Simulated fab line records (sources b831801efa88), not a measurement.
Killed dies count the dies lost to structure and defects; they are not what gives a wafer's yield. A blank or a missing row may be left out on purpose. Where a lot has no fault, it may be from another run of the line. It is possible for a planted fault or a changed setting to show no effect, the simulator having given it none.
The tool behind it: which one? :: flow sky130 :: 36 wafers sampled from 12 lots at 1 step of a route of 708

## WHAT THE GAUGES SHOWED, per wafer
SKY_FIELD_ISO_THK_MEAS_02.
lot: L075
measured: day 1 16:38
on: film metro-02
FIELD_ISO_OXIDATION_00_THK (nm): 12.71 12.85 12.85

lot: L077
measured: day 2 03:49
on: film metro-02
FIELD_ISO_OXIDATION_00_THK (nm): 12.79 12.59 12.66

lot: L079
measured: day 2 15:01
on: film metro-04
FIELD_ISO_OXIDATION_00_THK (nm): 12.13 12.13 12.32

lot: L081
measured: day 2 22:39
on: film metro-01
FIELD_ISO_OXIDATION_00_THK (nm): 12.27 12.39 12.21

lot: L083
measured: day 3 10:47
on: film metro-04
FIELD_ISO_OXIDATION_00_THK (nm): 13.06 12.87 13.02

lot: L085
measured: day 3 22:21
on: film metro-02
FIELD_ISO_OXIDATION_00_THK (nm): 12.35 12.27 12.28

lot: L087
measured: day 4 06:31
on: film metro-01
FIELD_ISO_OXIDATION_00_THK (nm): 12.66 12.82 12.47

lot: L089
measured: day 4 14:46
on: film metro-01
FIELD_ISO_OXIDATION_00_THK (nm): 12.41 12.56 12.44

lot: L091
measured: day 5 04:00
on: film metro-02
FIELD_ISO_OXIDATION_00_THK (nm): 12.53 12.56 12.40

lot: L093
measured: day 5 10:51
on: film metro-02
FIELD_ISO_OXIDATION_00_THK (nm): 12.85 12.66 12.64

lot: L095
measured: day 5 23:23
on: film metro-01
FIELD_ISO_OXIDATION_00_THK (nm): 12.28 12.33 12.33

lot: L097
measured: day 6 07:10
on: film metro-02
FIELD_ISO_OXIDATION_00_THK (nm): 12.48 12.36 12.31

## TOOL THAT RAN EACH LOT (tool first, then ch and the chambers of the sampled wafers, then the start)
The record shows no process step preceding these readings.

## THE ANSWER, worked out from the rows above alone
Rule: the lots themselves supply what counts as usual. The widest of any qualifying gaps counts: lots, ordered by their means at a reading, are off when they make up no more than a third of the lots, leave a main group of 4 or more, and stand apart from it by 3 or more times the standard deviation of that group's means. Not used: any main group whose means are identical at the precision the tables above print for the reading. A lot without any number at a reading at which 4 lots or more have one is off too. All remaining lots with rows at the step are treated as sound.
No lot is off at any reading shown: from this, nothing can be told.

## WHAT WAS PUT IN BY THE SIMULATOR
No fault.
